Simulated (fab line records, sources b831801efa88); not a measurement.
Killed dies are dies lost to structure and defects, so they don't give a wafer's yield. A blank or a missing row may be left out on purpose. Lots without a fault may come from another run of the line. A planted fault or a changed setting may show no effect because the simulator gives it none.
fab line records | flow sky130
record lots=6 wafers=17 last_day=50
route steps=708 shown VIA3@575
lots that met no fault: from a run of the same line without faults
start_h: hours from the record's first day to the start of the lot's first wafer shown | wait_h: hours since the lot's step before | " the same as in the row above | L1.1+2: a row that stands for several wafers | - no value, or no start given | * or withheld: withheld | < > ~ a bound
route shown NAME@n: a module of which the file shows steps, and the number in the route of the first | usual: mean/standard deviation of fault-free wafers | same: alike in all rows | chamber/n: place in a boat | sites: the reading at each site | _std_site: their standard deviation | _edge_site: outer sites' mean less inner sites' | radius_mm: how far each site lies from the wafer's centre | mask NAME#n: copy n | behind: the tool/chamber that last shaped the wafer | hold: why the lot was held/for how many hours/how that ended | device: the transistor (n, p or np) that didn't switch | end of line: the same wafers' tests at the end of the route | a step without rows: its recipe alone | killed: dies lost to structure and defects at the first sort, not the wafer's yield | map: a wafer's dies, x killed, . not, _ none there
set.NAME: the setting as run; set.NAME@STEP: as run at that earlier step | model.NAME: the simulator's own value behind a step, which no gauge read
lots at some steps of the route; a table a step, a row a wafer
services: from which hour (start_h, from the record's first day; less than 0 if before it) a tool's chamber was out of use, for how many hours, and why
## steps
# step SKY_VIA3_CMP_02
# recipe material=SiO2 down_force_psi=4 platen_rpm=60 pad_velocity_m_s=0.94248
# usual motor_current_A=12.3/1.4 retaining_ring_pressure_frac=1.001/0.0052
# columns lot.wafer tool chamber start_h wait_h motor_current_A retaining_ring_pressure_frac
L611.4 cmp-02 2 904.33 0.1 14.0 0.993
L611.3 " 3 " " 11.2 1.005
L611.5 " 2 " " 14.0 1.006
L616.3 cmp-02 3 945.85 0.2 11.1 0.994
L616.5 " 0 " " 13.0 0.993
L616.6 " 1 " " 11.1 1.003
L627.3 cmp-02 1 1025.04 0.0 10.3 0.989
L627.6 " 2 " " 13.8 1.001
L628.2 cmp-01 0 1028.90 0.2 14.0 0.995
L628.3 " 2 " " 12.0 0.999
L628.5 " 3 " " 12.9 1.001
L632.4 cmp-01 0 1047.57 0.1 14.2 0.998
L632.1 " 1 " " 10.7 1.009
L632.5 " 3 " " 13.1 1.002
L633.1 cmp-01 1 1055.76 0.1 11.3 0.999
L633.5 " 1 " " 11.1 0.999
L633.6 " 2 " " 11.7 0.994
# step SKY_VIA3_BOW_MEAS_03
# recipe mode=bow
# usual VIA3_BOW=80/8.9
# columns lot.wafer tool chamber start_h wait_h VIA3_BOW[um]
L611.3 film_metro-02 - 904.62 0.2 76
L611.4 " - " " 81
L611.5 " - " " 83
L616.3 film_metro-03 - 946.04 0.1 93
L616.5 " - " " 83
L616.6 " - " " 81
L627.3 film_metro-01 - 1025.38 0.3 86
L627.6 " - " " 82
L628.2 film_metro-02 - 1029.17 0.2 65
L628.3 " - " " 71
L628.5 " - " " 59
L632.1 film_metro-02 - 1047.77 0.1 85
L632.4 " - " " 79
L632.5 " - " " 69
L633.1 film_metro-01 - 1056.06 0.2 88
L633.5 " - " " 91
L633.6 " - " " 78
# step SKY_VIA3_DEHYDRATE_04
# recipe temp_c=200 time_s=60
# step SKY_VIA3_HMDS_05
# recipe prime_time_s=60 prime_temp_c=120
# step SKY_VIA3_COAT_06
# recipe resist=BARC temp_c=withheld time_s=withheld spin_rpm=3000 resist_thk_nm=60
# step SKY_VIA3_COAT_07
# recipe resist=KrF-thick spin_rpm=3000 resist_thk_nm=450
# step SKY_VIA3_SOFTBAKE_08
# recipe temp_c=100 time_s=90 resist=KrF-thick
# step SKY_VIA3_EXPOSE_09
# recipe mask_id=VIM3 na=0.8 source_shape=annular sigma_inner=0.55 sigma_outer=0.85 target_cd_nm=200 dose_mj=38
# step SKY_VIA3_PEB_10
# recipe peb_temp_c=withheld peb_time_s=withheld resist=KrF-thick
# step SKY_VIA3_DEVELOP_11
# recipe develop_time_s=60 resist=KrF-thick dev_temp_c=21
# step SKY_VIA3_CD_MEAS_12
# recipe target_cd_nm=200
# usual cd_nm=199.8/1.4
# columns lot.wafer tool chamber start_h wait_h cd_nm
L611.3 cd_sem-02 - 929.11 - 201.3
L611.4 " - " " 202.5
L611.5 " - " " 201.9
L616.3 cd_sem-01 - 969.51 - 200.4
L616.5 " - " " 198.8
L616.6 " - " " 199.2
L627.3 cd_sem-01 - 1048.20 - 201.4
L627.6 " - " " 201.4
L628.2 cd_sem-02 - 1051.49 - 198.0
L628.3 " - " " 197.9
L628.5 " - " " 199.5
L632.1 cd_sem-01 - 1069.17 - 201.3
L632.4 " - " " 200.2
L632.5 " - " " 200.6
L633.1 cd_sem-01 - 1077.66 - 201.5
L633.5 " - " " 201.2
L633.6 " - " " 201.7
# step SKY_VIA3_OVL_MEAS_13
# usual VIA3_OVL=0/5.5
# columns lot.wafer tool chamber start_h wait_h VIA3_OVL[nm]
L611.3 overlay-02 - 929.20 0.1 1
L611.4 " - " " -2
L611.5 " - " " 0
L616.3 overlay-01 - 969.60 0.1 1
L616.5 " - " " -7
L616.6 " - " " -7
L627.3 overlay-02 - 1048.29 0.1 5
L627.6 " - " " 2
L628.2 overlay-01 - 1051.60 0.1 7
L628.3 " - " " 3
L628.5 " - " " 1
L632.1 overlay-01 - 1069.29 0.1 0
L632.4 " - " " -2
L632.5 " - " " -4
L633.1 overlay-02 - 1077.78 0.1 -6
L633.5 " - " " -4
L633.6 " - " " -3
# step SKY_VIA3_ETCH_14
# recipe chemistry=N2/H2 target=BARC ion_energy_ev=200 source_w=500 bias_w=100 pressure_mtorr=30 n2_flow_sccm=100 h2_flow_sccm=200 stop_on=SiO2 time_s=45.9 target_depth_a=600
# usual drypump_motor_current_A=5.8/0.36 oes_product_au=0.855/0.0044 run_length_s=74.3/0.42 throttle_valve_pct=13.225/0.0094
# columns lot.wafer tool chamber start_h wait_h drypump_motor_current_A oes_product_au rf_hours_counter_h run_length_s throttle_valve_pct model.KrF-thick_of_VIA3_COAT_07.thk_nm
L611.3 rie_diel-01 2 929.23 0.0 6.2 0.854 16 75.0 13.245 392.7
L611.4 " 1 " " 5.9 0.847 9 74.2 13.229 393.1
L611.5 " 2 " " 6.2 0.857 - 75.1 13.225 393.2
L616.3 rie_diel-04 1 969.63 0.0 5.3 0.860 15 74.0 13.234 391.2
L616.5 " 1 " " 5.4 0.861 - 73.9 13.223 388.8
L616.6 " 0 " " 6.0 0.851 - 74.6 13.221 391.9
L627.3 rie_diel-01 3 1048.32 0.0 6.2 0.852 15 73.9 13.226 395.5
L627.6 " 0 " " 5.0 1.006 - 64.0 13.230 404.6
L628.2 rie_diel-01 2 1051.63 0.0 6.2 0.992 19 64.9 13.234 402
L628.3 " 3 " " 6.2 0.858 15 73.9 13.219 394.6
L628.5 " 1 " " 5.9 0.864 - 74.2 13.235 393.6
L632.1 rie_diel-04 2 1069.33 0.0 5.6 0.856 28 74.1 13.228 394.6
L632.4 " 1 " " 5.3 0.856 18 74.1 13.238 393.6
L632.5 " 0 " " 6.0 0.860 - 74.9 13.243 395.4
L633.1 rie_diel-02 3 1077.82 0.0 5.9 0.855 12 74.0 13.221 391
L633.5 " 3 " " 5.9 0.856 - 74.0 13.230 393.1
L633.6 " 2 " " 5.8 0.856 - 73.5 13.224 391.9
# step SKY_VIA3_ETCH_15
# recipe target=SiO2 chemistry=C4F8/O2/Ar target_depth_nm=507 stop_on=TiN mask_material=KrF-thick source_w=1500 bias_w=1200 pressure_mtorr=40 c4f8_flow_sccm=withheld O2_flow_sccm=6 Ar_flow_sccm=300 time_s=78
# usual oes_product_au=0.945/0.0046 run_length_s=106.5/0.41
# same time_s=78
# columns lot.wafer tool chamber start_h wait_h oes_product_au rf_hours_counter_h run_length_s model.KrF-thick_of_VIA3_COAT_07.thk_nm
L611.3 rie_diel-01 2 929.27 0.0 0.946 16 107.3 291.6
L611.4 " 1 " " 0.942 9 106.4 291.6
L611.5 " 2 " " 0.948 - 106.9 292.1
L616.3 rie_diel-04 1 969.67 0.0 0.941 15 106.1 288.4
L616.5 " 1 " " 0.949 - 106.4 285.7
L616.6 " 0 " " 0.941 - 107.2 291.6
L627.3 rie_diel-01 3 1048.36 0.0 0.942 15 105.9 294.3
L627.6 " 0 " " 0.941 - 106.7 301.9
L628.2 rie_diel-01 2 1051.67 0.0 0.950 19 107.2 302.4
L628.3 " 3 " " 0.955 15 105.9 292.3
L628.5 " 1 " " 0.940 - 106.5 294.1
L632.1 rie_diel-04 2 1069.37 0.0 0.946 28 106.2 294.6
L632.4 " 1 " " 0.948 18 106.5 290.6
L632.5 " 0 " " 0.950 - 106.8 294.5
L633.1 rie_diel-02 3 1077.86 0.0 0.936 12 106.5 290
L633.5 " 3 " " 0.949 - 106.3 292.7
L633.6 " 2 " " 0.949 - 106.0 290.7
# step SKY_VIA3_STRIP_16
# recipe chemistry=O2/N2 power_w=1400 pressure_mtorr=1500 platen_temp_c=withheld o2_flow_sccm=3000 n2_flow_sccm=300 overash_fraction=0.5
# usual drypump_motor_current_A=5.81/0.16 oes_product_au=0.402/0.0045 strip_time_to_endpoint_s=4.137/0.024
# columns lot.wafer tool chamber start_h wait_h drypump_motor_current_A oes_product_au rf_hours_counter_h strip_time_to_endpoint_s
L611.3 plasma_asher-04 0 929.36 0.1 5.79 0.399 - 4.145
L611.4 " 1 " " 5.89 0.404 - 4.144
L611.5 " 1 " " 5.92 0.407 - 4.117
L616.3 plasma_asher-04 0 969.76 0.1 5.79 0.404 - 4.113
L616.5 " 0 " " 5.81 0.397 - 4.067
L616.6 " 1 " " 5.89 0.406 - 4.151
L627.3 plasma_asher-03 0 1048.45 0.1 5.82 0.411 - 4.158
L627.6 " 0 " " 5.86 0.401 - 4.241
L628.2 plasma_asher-04 1 1051.73 0.0 5.86 0.404 29 4.271
L628.3 " 1 " " 5.87 0.398 - 4.138
L628.5 " 0 " " 5.76 0.404 - 4.157
L632.1 plasma_asher-03 1 1069.43 0.0 5.97 0.402 63 4.164
L632.4 " 1 " " 5.93 0.406 - 4.106
L632.5 " 0 " " 5.82 0.405 - 4.168
L633.1 plasma_asher-04 0 1077.92 0.0 5.78 0.404 32 4.110
L633.5 " 0 " " 5.79 0.406 - 4.149
L633.6 " 1 " " 5.90 0.401 - 4.143
# step SKY_VIA3_STRIP_17
# recipe chemistry=post_etch_residue_remover time_s=1200 temp_c=72.5
## services
# columns tool chamber start_h hours kind
rie_diel-04 0 882.33 20.5 repair
plasma_asher-04 - 900.28 9.3 repair
cmp-01 - 913.04 4.0 pm
rie_diel-02 - 916.76 1.3 repair
rie_diel-04 - 919.87 15.6 pm
cmp-02 - 924.47 1.2 repair
rie_diel-04 3 936.56 18.8 repair
rie_diel-04 0 940.90 3.8 repair
rie_diel-02 1 952.13 5.0 repair
rie_diel-04 2 958.07 9.2 repair
cmp-02 - 961.86 6.1 pm
cmp-01 - 965.04 0.6 repair
cmp-01 - 972.90 2.6 repair
cmp-01 - 978.63 0.7 repair
rie_diel-04 2 978.66 3.6 repair
cmp-01 - 984.52 3.8 repair
rie_diel-04 3 995.21 3.6 repair
plasma_asher-04 - 1004.67 1.3 repair
cmp-02 - 1012.22 0.5 repair
rie_diel-02 1 1022.30 3.3 repair
cmp-02 - 1027.01 4.1 repair
cmp-01 - 1035.06 3.6 pm
cmp-02 - 1036.39 4.0 repair
cmp-02 - 1036.78 0.8 repair
## key
first_sign step=SKY_VIA3_ETCH_14 reading=oes_product_au direction=up sigmas=33 usual=0.855 struck=0.999
effect step=SKY_VIA3_ETCH_14 reading=run_length_s direction=down sigmas=23 usual=* struck=*
effect step=SKY_VIA3_STRIP_16 reading=strip_time_to_endpoint_s direction=up sigmas=5 usual=* struck=*
model_effect step=SKY_VIA3_ETCH_14 value=KrF-thick_of_VIA3_COAT_07.thk_nm without=393.8 struck=403.3
model_effect step=SKY_VIA3_ETCH_15 value=KrF-thick_of_VIA3_COAT_07.thk_nm without=292.7 struck=302.2
met_at SKY_VIA3_ETCH_14
struck_wafers L627.6,L628.2
sort_left_out L627.6,L628.2
onset_between 929.23 1048.32
fault kind=process_parameter_drift tool=rie_diel-01 chamber=- onset_h=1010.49 steps=SKY_VIA3_ETCH_14 channel=time_s offset=* shape=step end_h=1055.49 scope=struck_wafers_only acts_in=* stated=*
# sort_left_out: the simulated sort isn't trusted on such a fault, so these wafers' sort isn't shown, and their yield isn't known
